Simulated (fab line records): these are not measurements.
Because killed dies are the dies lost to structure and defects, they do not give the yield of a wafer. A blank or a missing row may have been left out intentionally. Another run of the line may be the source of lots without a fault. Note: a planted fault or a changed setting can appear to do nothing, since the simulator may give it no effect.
The tool behind it: which one? + flow gf180mcu + 13 lots, 39 wafers sampled, at 3 steps of a route of 602

WHAT THE GAUGES READ, wafer by wafer
GF_V4_THK_MEAS_01.
| lot  | measured     | on            | V4_CVD_00_THK (nm) |
|------|--------------|---------------|--------------------|
| L113 | day 23 20:31 | film-metro-02 | 622 633 625        |
| L114 | day 24 07:05 | film-metro-03 | 622 618 620        |
| L115 | day 24 12:13 | film-metro-01 | 632 626 626        |
| L116 | day 24 21:34 | film-metro-03 | 628 617 616        |
| L118 | day 25 16:27 | film-metro-02 | 626 636 623        |
| L126 | day 28 10:15 | film-metro-01 | 617 614 621        |
| L127 | day 28 17:52 | film-metro-02 | 629 630 634        |
| L128 | day 28 21:48 | film-metro-01 | 628 634 636        |
| L129 | day 29 01:06 | film-metro-01 | 621 628 622        |
| L130 | day 29 07:50 | film-metro-01 | 632 616 628        |
| L131 | day 29 13:22 | film-metro-02 | 627 629 635        |
| L132 | day 29 17:28 | film-metro-02 | 632 635 631        |
| L133 | day 30 01:00 | film-metro-02 | 629 638 636        |

GF_V4_BOW_MEAS_05.
| lot  | measured     | on            | V4_BOW (um) |
|------|--------------|---------------|-------------|
| L113 | day 23 21:02 | film-metro-02 | 140 146 136 |
| L114 | day 24 07:35 | film-metro-01 | 133 120 127 |
| L115 | day 24 12:44 | film-metro-02 | 128 131 130 |
| L116 | day 24 22:05 | film-metro-02 | 145 137 146 |
| L118 | day 25 16:56 | film-metro-02 | 137 145 131 |
| L126 | day 28 11:08 | film-metro-02 | 138 140 130 |
| L127 | day 28 18:22 | film-metro-01 | 133 130 128 |
| L128 | day 28 22:19 | film-metro-03 | 157 148 150 |
| L129 | day 29 01:37 | film-metro-02 | 138 138 127 |
| L130 | day 29 08:22 | film-metro-01 | 145 142 147 |
| L131 | day 29 13:51 | film-metro-01 | 106 122 126 |
| L132 | day 29 17:58 | film-metro-01 | 126 125 123 |
| L133 | day 30 01:31 | film-metro-03 | 131 136 113 |

GF_V4_OVL_MEAS_15.
| lot  | measured     | on         | V4_OVL (nm) |
|------|--------------|------------|-------------|
| L113 | day 24 19:07 | overlay-01 | -11 -8 -11  |
| L114 | day 25 06:04 | overlay-02 | 2 -5 -1     |
| L115 | day 25 11:02 | overlay-02 | -7 -10 0    |
| L116 | day 25 19:21 | overlay-01 | -13 -7 -8   |
| L118 | day 26 13:50 | overlay-01 | -6 -8 0     |
| L126 | day 29 06:40 | overlay-02 | -8 -7 -13   |
| L127 | day 29 13:20 | overlay-02 | -3 -7 -7    |
| L128 | day 29 17:43 | overlay-01 | 1 -2 5      |
| L129 | day 29 20:37 | overlay-01 | -6 -1 -8    |
| L130 | day 30 03:37 | overlay-01 | -1 -5 -4    |
| L131 | day 30 08:21 | overlay-01 | -5 -1 -1    |
| L132 | day 30 12:23 | overlay-01 | 5 3 0       |
| L133 | day 30 19:50 | overlay-02 | 4 0 4       |

WHICH TOOL RAN EACH LOT (tool, then ch and the chambers of the sampled wafers, then the start)
No process step before these readings appears in the record.

WHAT THE TOOLS THEMSELVES READ (means of the sampled wafers that have a number; where no wafer has one, the mark that the record gives instead)
The record holds no such reading with a usual standard deviation.

THE ANSWER, worked out from the rows above alone
Rule: what is usual is taken from the lots themselves. The widest of any qualifying gaps counts: lots, ordered by their means at a reading, are off when they make up no more than a third of the lots, leave a main group of 4 or more, and stand apart from it by 3 or more times the standard deviation of that group's means. A main group is skipped when, at the precision printed for the reading in the tables above, its means are all equal. Also off: a lot with no number at a reading for which 4 or more lots have one. The other lots that the step has rows for count as sound. The gauges are gone through in route order, then the tools' own readings, and for those a lot's mean is taken as printed above. The first step at which some lot is off is used, and at that step the reading that is off furthest; a lot without a number counts as furthest.
None of the lots is off at any reading shown; this tells nothing.

WHAT HAD BEEN PUT IN BY THE SIMULATOR
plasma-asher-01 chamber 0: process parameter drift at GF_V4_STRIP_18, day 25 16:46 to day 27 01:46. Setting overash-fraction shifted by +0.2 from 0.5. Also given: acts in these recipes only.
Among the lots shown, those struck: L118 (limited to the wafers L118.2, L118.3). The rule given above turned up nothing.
